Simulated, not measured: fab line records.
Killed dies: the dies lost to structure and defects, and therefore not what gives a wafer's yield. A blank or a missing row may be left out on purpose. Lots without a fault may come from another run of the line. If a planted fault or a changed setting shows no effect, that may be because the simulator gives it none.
fab line records	flow sfqLine
[record] lots = 15	wafers = 45	lastDay = 92
route steps=325 shown JJ@179 M5@206 R5@220 I5@237
lots that met no fault: from a run of the same line without faults
startH: hours from the record's first day to the start of the lot's first wafer shown	waitH: hours elapsed since this lot's preceding step	" repeats the value in the row above	L1.1+2: a single row standing in for several wafers	- value missing, or start not given	* or withheld: withheld	< > ~ a bound
route shown NAME@n: a module of which the file shows steps, and the number in the route of the first	usual: mean/standard deviation taken from wafers without a fault	same: alike in all rows	chamber/n: place in a boat	sites: per-site readings	_std_site: their standard deviation	_edge_site: the outer-site mean with the inner-site mean subtracted	radiusMm: for every site, how far away it sits from the centre of the wafer	mask NAME#n: copy n	behind: the last tool/chamber to shape the wafer	hold: why the lot was held/for how many hours/how that ended	device: names the non-switching transistor (n, p or np)	end of line: tests of these same wafers at the route's end	step lacking rows: just its recipe	killed: count of dies lost to structure and defects at first sort (not the wafer's yield)	map: per-die view of a wafer (x killed, . not killed, _ where there is no die)
set.NAME: the run value of the setting; set.NAME@STEP: its run value at that earlier step	model.NAME: the simulator's own value behind a step, which no gauge read
route steps across a sampled set of lots; one table per step, one row per wafer
services: a tool's chamber out of use, with start hour (startH, from the record's first day; less than 0 if before it), hours out, and reason
[[steps]]
[step SFQ_TRILAYER_JJ_TRILAYER_DEP_SPUTTER_109]
[recipe] material = Nb	basePressurePa = 1.33e-06	chamberPressurePa = 0.1333	substrateTempC = 20	targetThkNm = 150	powerW = 2000	timeS = 100
[usual] basePressurePa = 1.33e-06/9.4e-08	cathodeDcPowerW = 2000.0/0.37	substrateTempC = 19.99/0.096	throttleValvePct = 29.9/0.93
lot.wafer	tool	chamber	startH	waitH	basePressurePa	cathodeDcPowerW	substrateTempC	throttleValvePct
L352.3	pvdSputter-03	-	1404.21	0.0	1.41e-06	1999.7	20.02	29.5
L352.5	"	-	"	"	1.29e-06	2000.3	20.05	29.5
L352.6	"	-	"	"	1.27e-06	1999.7	20.08	31.9
L354.1	pvdSputter-04	-	1431.21	0.0	1.18e-06	2000.5	20.16	29.0
L354.2	"	-	"	"	1.44e-06	1999.8	20.12	30.7
L354.3	"	-	"	"	1.37e-06	2000.4	20.04	29.1
L355.1	pvdSputter-04	-	1435.89	0.0	1.51e-06	1999.9	20.05	29.4
L355.3	"	-	"	"	1.46e-06	2000.1	20.10	30.6
L355.4	"	-	"	"	1.34e-06	1999.8	19.91	29.3
L356.1	pvdSputter-04	-	1449.45	0.0	1.57e-06	2000.1	20.00	29.4
L356.4	"	-	"	"	1.34e-06	2000.1	19.80	30.4
L356.6	"	-	"	"	1.41e-06	1999.8	19.98	28.8
L357.2	pvdSputter-04	-	1462.65	0.0	1.31e-06	1999.8	19.94	29.3
L357.3	"	-	"	"	1.36e-06	2000.4	20.08	29.1
L357.4	"	-	"	"	1.38e-06	2000.4	20.02	29.1
L362.1	pvdSputter-04	-	1492.65	0.0	1.5e-06	2000.3	20.06	28.8
L362.2	"	-	"	"	1.31e-06	1999.7	20.10	28.8
L362.4	"	-	"	"	1.2e-06	1999.8	20.02	29.2
L364.3	pvdSputter-04	-	1511.85	0.0	1.34e-06	1999.5	19.98	29.1
L364.5	"	-	"	"	1.15e-06	1999.9	20.07	30.6
L364.6	"	-	"	"	1.44e-06	2000.7	19.73	28.9
L366.2	pvdSputter-06	-	1525.10	0.0	1.35e-06	2000.0	19.87	31.3
L366.5	"	-	"	"	1.28e-06	1999.7	19.97	31.4
L366.6	"	-	"	"	1.45e-06	1999.9	19.96	29.9
L368.3	pvdSputter-06	-	1557.15	0.0	-	-	-	-
L368.4	"	-	"	"	-	-	-	-
L368.5	"	-	"	"	-	-	-	-
L369.1	pvdSputter-03	-	1571.22	0.0	-	-	-	-
L369.3	"	-	"	"	-	-	-	-
L369.6	"	-	"	"	-	-	-	-
L370.2	pvdSputter-06	-	1577.24	0.0	-	-	-	-
L370.3	"	-	"	"	-	-	-	-
L370.5	"	-	"	"	-	-	-	-
L372.1	pvdSputter-03	-	1598.71	0.0	1.43e-06	1999.9	20.01	29.7
L372.4	"	-	"	"	1.3e-06	1999.6	19.99	29.4
L372.6	"	-	"	"	1.23e-06	1999.5	19.88	30.9
L373.3	pvdSputter-06	-	1600.52	0.0	1.33e-06	2000.5	19.97	29.8
L373.5	"	-	"	"	1.36e-06	1999.7	20.07	29.9
L373.6	"	-	"	"	1.35e-06	1999.8	20.06	31.3
L374.1	pvdSputter-03	-	1602.91	0.0	1.28e-06	1999.7	20.09	31.9
L374.2	"	-	"	"	1.34e-06	1999.7	20.02	30.9
L374.6	"	-	"	"	1.36e-06	2000.0	19.91	29.3
L375.1	pvdSputter-06	-	1605.32	0.0	1.1e-06	1999.9	20.03	29.2
L375.3	"	-	"	"	1.16e-06	1999.8	19.88	30.0
L375.5	"	-	"	"	1.37e-06	2000.0	19.88	30.0
[step SFQ_TRILAYER_M5_ETCH_METAL_ETCH_126]
[recipe] target = Nb	stopOn = SiO2	maskMaterial = PR	overEtchFrac = 0.15	timeS = 203.2	chemistry = Cl2/BCl3	targetDepthNm = 265	icpW = 600	biasW = 80	pressureMtorr = 10
[usual] drypumpMotorCurrentA = 5.63/0.23	oesProductAu = 0.730/0.0056
lot.wafer	tool	chamber	startH	waitH	drypumpMotorCurrentA	oesProductAu	rfHoursCounterH
L352.3	rieMetal-03	1	1539.82	0.1	5.33	0.737	-
L352.5	"	1	"	"	5.33	0.729	-
L352.6	"	0	"	"	5.57	0.735	-
L354.1	rieMetal-01	1	1657.50	0.0	5.70	0.728	54
L354.2	"	0	"	"	5.81	0.728	118
L354.3	"	1	"	"	5.71	0.730	-
L355.1	rieMetal-03	1	1658.70	0.0	5.31	0.732	31
L355.3	"	0	"	"	5.61	0.730	-
L355.4	"	1	"	"	5.30	0.729	-
L356.1	rieMetal-01	1	1661.10	0.0	5.72	0.729	55
L356.4	"	1	"	"	5.71	0.721	-
L356.6	"	0	"	"	5.81	0.727	-
L357.2	rieMetal-03	1	1663.50	0.0	5.32	0.727	32
L357.3	"	0	"	"	5.60	0.732	-
L357.4	"	1	"	"	5.31	0.730	-
L362.1	rieMetal-03	0	1673.10	0.0	5.54	0.731	17
L362.2	"	1	"	"	5.32	0.731	33
L362.4	"	1	"	"	5.33	0.738	-
L364.3	rieMetal-03	1	1677.96	0.1	5.31	0.739	-
L364.5	"	0	"	"	5.62	0.732	-
L364.6	"	1	"	"	5.31	0.728	-
L366.2	rieMetal-01	1	1681.50	0.0	5.67	0.734	58
L366.5	"	1	"	"	5.70	0.734	-
L366.6	"	0	"	"	5.83	0.737	-
L368.3	rieMetal-03	0	1760.71	0.1	5.59	0.372	-
L368.4	"	1	"	"	5.33	0.374	-
L368.5	"	1	"	"	5.31	0.376	-
L369.1	rieMetal-03	1	1778.64	0.0	5.30	0.368	51
L369.3	"	1	"	"	5.31	0.387	-
L369.6	"	0	"	"	5.61	0.372	-
L370.2	rieMetal-02	0	1789.57	0.1	5.98	0.378	-
L370.3	"	0	"	"	6.00	0.378	-
L370.5	"	0	"	"	6.00	0.377	-
L372.1	rieMetal-03	1	1806.02	0.0	5.32	0.734	56
L372.4	"	0	"	"	5.56	0.729	-
L372.6	"	1	"	"	5.31	0.736	-
L373.3	rieMetal-02	0	1808.61	0.2	6.00	0.725	-
L373.5	"	0	"	"	6.01	0.717	-
L373.6	"	0	"	"	6.03	0.720	-
L374.1	rieMetal-03	1	1812.02	0.0	5.31	0.727	56
L374.2	"	0	"	"	5.59	0.721	39
L374.6	"	1	"	"	5.32	0.727	-
L375.1	rieMetal-01	1	1813.22	0.0	5.73	0.717	84
L375.3	"	0	"	"	5.82	0.731	-
L375.5	"	0	"	"	5.81	0.729	-
[step SFQ_TRILAYER_R5_LITHO_EXPOSE_137]
[recipe] maskId = R5	na = 0.6	sourceShape = conventional	sigmaOuter = 0.65	targetCdNm = 500	doseMj = 14.4
[usual] exposureDoseMJCm2 = 14.398/0.016	focusOffsetNm = 0.0/0.57	reticleTempC = 23.02/0.1
lot.wafer	tool	chamber	startH	waitH	mask	exposureDoseMJCm2	focusOffsetNm	reticleTempC
L352.3	krfScanner-02	0	1548.58	-	R5#0	14.401	0.1	23.15
L352.5	"	0	"	"	R5#0	14.401	0.7	23.13
L352.6	"	0	"	"	R5#0	14.391	-0.6	22.88
L354.1	krfScanner-02	0	1761.45	-	R5#0	14.410	-1.3	22.92
L354.2	"	0	"	"	R5#0	14.398	0.1	23.26
L354.3	"	0	"	"	R5#0	14.380	-1.2	22.97
L355.1	krfScanner-02	0	1762.65	-	R5#0	14.419	0.5	22.75
L355.3	"	0	"	"	R5#0	14.398	0.5	22.81
L355.4	"	0	"	"	R5#0	14.404	0.0	22.84
L356.1	krfScanner-02	0	1763.85	-	R5#0	14.424	-0.8	23.16
L356.4	"	0	"	"	R5#0	14.387	0.0	23.01
L356.6	"	0	"	"	R5#0	14.415	0.6	23.03
L357.2	krfScanner-01	0	1768.85	-	R5#0	14.397	-0.3	23.08
L357.3	"	0	"	"	R5#0	14.391	0.3	22.89
L357.4	"	0	"	"	R5#0	14.414	-0.1	23.12
L362.1	krfScanner-01	0	1778.25	-	R5#0	14.393	0.3	22.97
L362.2	"	0	"	"	R5#0	14.354	1.1	23.06
L362.4	"	0	"	"	R5#0	14.396	0.9	22.91
L364.3	krfScanner-01	0	1782.25	-	R5#0	14.396	0.6	22.99
L364.5	"	0	"	"	R5#0	14.395	0.0	23.00
L364.6	"	0	"	"	R5#0	14.401	-0.4	22.97
L366.2	krfScanner-01	0	1786.85	-	R5#0	14.397	0.9	23.16
L366.5	"	0	"	"	R5#0	14.397	0.5	23.10
L366.6	"	0	"	"	R5#0	14.401	0.6	23.17
L368.3	krfScanner-01	-	1866.27	-	R5#0	-	-	-
L368.4	"	-	"	"	R5#0	-	-	-
L368.5	"	-	"	"	R5#0	-	-	-
L369.1	krfScanner-02	-	1877.41	-	R5#0	-	-	-
L369.3	"	-	"	"	R5#0	-	-	-
L369.6	"	-	"	"	R5#0	-	-	-
L370.2	krfScanner-01	-	1890.94	-	R5#0	-	-	-
L370.3	"	-	"	"	R5#0	-	-	-
L370.5	"	-	"	"	R5#0	-	-	-
L372.1	krfScanner-01	0	1909.94	-	R5#0	14.396	-0.3	23.06
L372.4	"	0	"	"	R5#0	14.417	0.2	23.12
L372.6	"	0	"	"	R5#0	14.403	0.4	23.06
L373.3	krfScanner-01	0	1913.94	-	R5#0	14.407	0.4	22.95
L373.5	"	0	"	"	R5#0	14.385	-0.1	23.13
L373.6	"	0	"	"	R5#0	14.414	0.6	23.12
L374.1	krfScanner-01	0	1915.94	-	R5#0	14.393	-0.1	22.94
L374.2	"	0	"	"	R5#0	14.368	0.0	23.15
L374.6	"	0	"	"	R5#0	14.395	-0.7	23.26
L375.1	krfScanner-01	0	1918.34	-	R5#0	14.385	0.7	23.00
L375.3	"	0	"	"	R5#0	14.392	1.1	23.06
L375.5	"	0	"	"	R5#0	14.410	0.5	22.87
[step SFQ_TRILAYER_I5_ETCH_VIA_ETCH_147]
[recipe] stopOn = Nb	maskMaterial = PR	chemistry = CHF3	targetDepthNm = 360	sourceW = 500	biasW = 80	pressureMtorr = 30	timeS = withheld
[usual] drypumpMotorCurrentA = 5.9/0.47	oesProductAu = 0.990/0.0053
lot.wafer	tool	chamber	startH	waitH	drypumpMotorCurrentA	oesProductAu
L352.3	rieDiel-01	2	1646.68	0.0	5.9	0.994
L352.5	"	1	"	"	6.7	0.990
L352.6	"	2	"	"	5.9	0.992
L354.1	rieDiel-02	3	1767.92	0.0	5.2	0.997
L354.2	"	2	"	"	6.0	0.978
L354.3	"	1	"	"	4.9	0.979
L355.1	rieDiel-01	2	1769.12	0.0	5.9	0.991
L355.3	"	0	"	"	5.6	0.983
L355.4	"	3	"	"	6.4	0.979
L356.1	rieDiel-03	1	1770.32	0.0	5.9	0.994
L356.4	"	2	"	"	6.0	0.985
L356.6	"	2	"	"	6.0	0.991
L357.2	rieDiel-01	3	1774.05	0.0	6.4	0.979
L357.3	"	2	"	"	5.9	0.993
L357.4	"	1	"	"	6.7	1.006
L362.1	rieDiel-03	0	1785.60	0.0	6.2	0.993
L362.2	"	3	"	"	5.5	0.990
L362.4	"	0	"	"	6.2	0.984
L364.3	rieDiel-03	0	1790.40	0.0	6.2	0.988
L364.5	"	2	"	"	6.0	0.993
L364.6	"	3	"	"	5.5	0.990
L366.2	rieDiel-03	3	1795.20	0.0	5.5	0.988
L366.5	"	0	"	"	6.2	0.991
L366.6	"	1	"	"	5.9	0.993
L368.3	rieDiel-02	3	1964.31	0.0	5.2	0.376
L368.4	"	0	"	"	5.6	0.376
L368.5	"	1	"	"	4.9	0.372
L369.1	rieDiel-03	3	1965.64	0.0	5.5	0.368
L369.3	"	2	"	"	6.0	0.371
L369.6	"	1	"	"	5.9	0.380
L370.2	rieDiel-02	3	1987.24	0.0	5.2	0.373
L370.3	"	2	"	"	6.0	0.382
L370.5	"	0	"	"	5.6	0.375
L372.1	rieDiel-02	2	2008.84	0.0	6.0	0.990
L372.4	"	3	"	"	5.2	0.988
L372.6	"	2	"	"	6.0	0.992
L373.3	rieDiel-03	0	2012.44	0.0	6.2	0.990
L373.5	"	3	"	"	5.5	0.986
L373.6	"	2	"	"	6.0	0.990
L374.1	rieDiel-02	0	2014.84	0.0	5.6	0.988
L374.2	"	3	"	"	5.2	1.001
L374.6	"	2	"	"	6.0	0.989
L375.1	rieDiel-01	0	2017.24	0.0	5.6	0.995
L375.3	"	2	"	"	5.9	0.994
L375.5	"	3	"	"	6.4	0.999
[[services]]
tool	chamber	startH	hours	kind
krfScanner-01	-	1433.27	1.1	repair
krfScanner-01	-	1446.83	1.3	pm
krfScanner-01	-	1456.53	0.8	pm
krfScanner-01	-	1457.28	0.8	pm
krfScanner-01	-	1489.49	1.0	pm
krfScanner-01	-	1521.48	4.4	pm
krfScanner-01	-	1589.25	3.6	pm
krfScanner-01	-	1591.54	1.0	repair
krfScanner-01	-	1609.54	0.7	repair
krfScanner-01	-	1621.85	1.3	pm
krfScanner-01	-	1625.64	0.8	pm
krfScanner-01	-	1650.61	4.0	pm
krfScanner-01	-	1657.85	1.0	pm
krfScanner-01	-	1729.40	0.7	repair
krfScanner-01	-	1795.05	0.8	pm
rieMetal-03	-	1796.92	0.3	repair
krfScanner-01	-	1798.67	1.3	pm
krfScanner-01	-	1827.20	1.0	pm
rieMetal-03	-	1873.90	2.8	pm
rieMetal-03	0	1931.39	4.8	repair
krfScanner-01	-	1963.94	0.8	pm
krfScanner-01	-	1973.87	1.3	pm
rieMetal-03	0	1980.11	5.3	repair
krfScanner-01	-	1996.97	1.0	pm
[[key]]
[firstSign] step = SFQ_TRILAYER_JJ_TRILAYER_DEP_SPUTTER_109	reading = toolRecord	direction = missing
[effect] step = SFQ_TRILAYER_M5_ETCH_METAL_ETCH_126	reading = oesProductAu	direction = down	sigmas = 64	usual = 0.730	struck = 0.376
[effect] step = SFQ_TRILAYER_R5_LITHO_EXPOSE_137	reading = toolRecord	direction = missing
[effect] step = SFQ_TRILAYER_I5_ETCH_VIA_ETCH_147	reading = oesProductAu	direction = down	sigmas = 99+	usual = 0.990	struck = 0.375
metAt SFQ_TRILAYER_JJ_TRILAYER_DEP_SPUTTER_109
struckLots L368,L369,L370
onsetBetween 1525.10 1557.15
[fault] kind = skippedStepWhole	tool = pvdSputter-03,pvdSputter-06	chamber = -	onsetH = 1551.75	steps = SFQ_TRILAYER_JJ_TRILAYER_DEP_SPUTTER_109	scope = struckLotsOnly
